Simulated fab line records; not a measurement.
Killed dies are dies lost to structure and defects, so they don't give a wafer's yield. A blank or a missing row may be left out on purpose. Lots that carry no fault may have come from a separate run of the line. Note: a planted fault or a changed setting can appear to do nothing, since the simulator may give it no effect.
Chamber matching | flow sky130 | 4 sister chambers for SKY_FIELD_ISO_CMP_27 on cmp-02
The step polishes, stops on Si3N4, t overpolish 16 s, target thk 457.8 nm. 8 wafers are shown with their chamber, then 7 later ones without.

## WAFERS, EACH WITH ITS CHAMBER
wafer  | chamber | motorCurrentA (A) | timeToEndpointS (s)
L594.6 | 2       | 14.5              | 106
L598.1 | 1       | 11.8              | 104
L598.4 | 2       | 14.6              | 109
L598.6 | 1       | 11.8              | 105
L612.3 | 3       | 14.6              | 111
L612.5 | 0       | 11.5              | 116
L614.1 | 3       | 13.6              | 112
L614.3 | 0       | 11.0              | 118

## WAFERS MISSING THEIR CHAMBER
wafer  | motorCurrentA (A) | timeToEndpointS (s)
L614.6 | 11.7              | 104
L615.1 | 14.2              | 114
L615.3 | 11.4              | 124
L615.4 | 13.5              | 119
L616.1 | 14.6              | 110
L616.3 | 11.9              | 118
L616.4 | 13.3              | 114

## EACH ONE'S CHAMBER
wafer  | from the rows above     | in truth
L614.6 | 1                       | 1
L615.1 | 3                       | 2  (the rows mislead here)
L615.3 | 0                       | 0
L615.4 | can't be placed: 3 or 0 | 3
L616.1 | can't be placed: 3 or 2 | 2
L616.3 | 0                       | 0
L616.4 | 3                       | 3
Correct placement for 4 of the 7. These rows do not allow placing 2 (true chamber among the candidates in 2). Wrongly placed: 1.
How it was worked out, from the rows above alone: a wafer's distance from a chamber is the root of the sum, over the readings, of the square of ((its reading less the chamber's mean) divided by the reading's scatter). If the next closest chamber is less than 2 further off than the closest, the wafer can't be placed; otherwise it belongs to the closest. For every chamber, the mean is computed from those of its wafers that are shown. The scatter is the square root of a quotient: the sum, over the shown wafers, of each reading's squared deviation from its chamber's mean, divided by wafers minus chambers.
